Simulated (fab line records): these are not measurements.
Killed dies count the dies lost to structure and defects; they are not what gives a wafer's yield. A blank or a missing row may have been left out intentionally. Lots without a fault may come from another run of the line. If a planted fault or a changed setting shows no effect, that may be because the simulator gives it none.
Problem report, 8D (eight disciplines) form, completed by code | flow sfq_line | the parts of the form that need people (team, actions taken, sign-off) are left out

== 1. PROBLEM STATEMENT ==
Mean of chamber_pressure_pa at SFQ_TRILAYER_M0_DEP_SPUTTER_019: 0.10151 Pa across 9 wafers in 3 lots; on wafers with no fault it is 0.13329 Pa (standard deviation 0.00028). That is -99 or more standard deviations from the usual mean.
The step: material Nb, target thk 200 nm, time 133.3 s.
First observed at day 14 08:22: wafer L723.3, on pvd_sputter-05. The record has a number at this step for 45 wafers belonging to 15 lots. Rule for "out", or "out of limits": more than 4 standard deviations from the usual mean. The other wafers with a number count as sound.

== 2. WHAT IT IS, AND WHAT IT ISN'T ==
question                    | is                     | is not
which readings at this step | chamber_pressure_pa    | cathode_dc_power_W
which lots                  | L723, L724, L725       | L704, L705, L706, L708, L709, L710, L711, L712, L713, L716, L719, L726
which wafers of those lots  | all that have a number | -
read on which tools         | pvd_sputter-05         | pvd_sputter-03, pvd_sputter-06
when                        | from day 14 08:22      | up to then (33 sound wafers); but 3 sound wafers of L726 came after

== 3. THE SUSPECTS, EACH WITH WHAT RULES IT OUT ==
Counting: any tool at a process step up to the reading is kept as a suspect provided that every lot that is out went through it and no sound lot did after the first of them.
- rie_metal-04 at SFQ_TRILAYER_L0_VIA_STRIP_STRIP_017 (strips in O2): kept. All lots that are out passed through it, beginning with L723 at day 14 07:46, and no sound lot followed; its final sound lot before that point was L719 at day 12 14:42.
- pvd_sputter-05 at SFQ_TRILAYER_M0_DEP_SPUTTER_019 (material Nb, target thk 200 nm, time 133.3 s): kept. All lots that are out passed through it, beginning with L723 at day 14 08:22, and no sound lot followed; its final sound lot before that point was L716 at day 11 18:56. Out on those wafers are its own readings of chamber_pressure_pa.
Left after counting: rie_metal-04 at SFQ_TRILAYER_L0_VIA_STRIP_STRIP_017, pvd_sputter-05 at SFQ_TRILAYER_M0_DEP_SPUTTER_019.

== 4. THE CAUSE (what the simulator had put in) ==
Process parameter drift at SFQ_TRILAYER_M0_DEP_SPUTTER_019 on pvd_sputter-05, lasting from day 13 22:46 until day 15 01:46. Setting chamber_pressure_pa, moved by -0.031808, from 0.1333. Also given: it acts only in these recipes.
After counting, 2 suspects remain, this tool included.

== 5. THE EFFECT CHAIN, in route order ==
Rows list readings where the struck wafers' mean (over those with a number) sits beyond 3 standard deviations from the usual. Scope: only readings with a usual standard deviation given in the record; hours: median across lots of the time from each lot's start at the first step in this table that gives one to its start at this step; sigmas: change in usual standard deviations.
hours | step                            | reading             | usual      | on struck wafers | change   | sigmas
0     | SFQ_TRILAYER_M0_DEP_SPUTTER_019 | chamber_pressure_pa | 0.13329 Pa | 0.10151          | -0.03178 | -99 or more
0     | SFQ_TRILAYER_M0_DEP_SPUTTER_019 | throttle_valve_pct  | 29.8 %     | 34.0             | +4.2     | +4.2
Here are the process steps it includes:
- SFQ_TRILAYER_M0_DEP_SPUTTER_019: material Nb, target thk 200 nm, time 133.3 s.

== 6. HOW IT WOULD HAVE BEEN CAUGHT EARLIER ==
First out-of-limits reading in this record: day 14 08:22, which is 10 hours after fault onset at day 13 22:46.
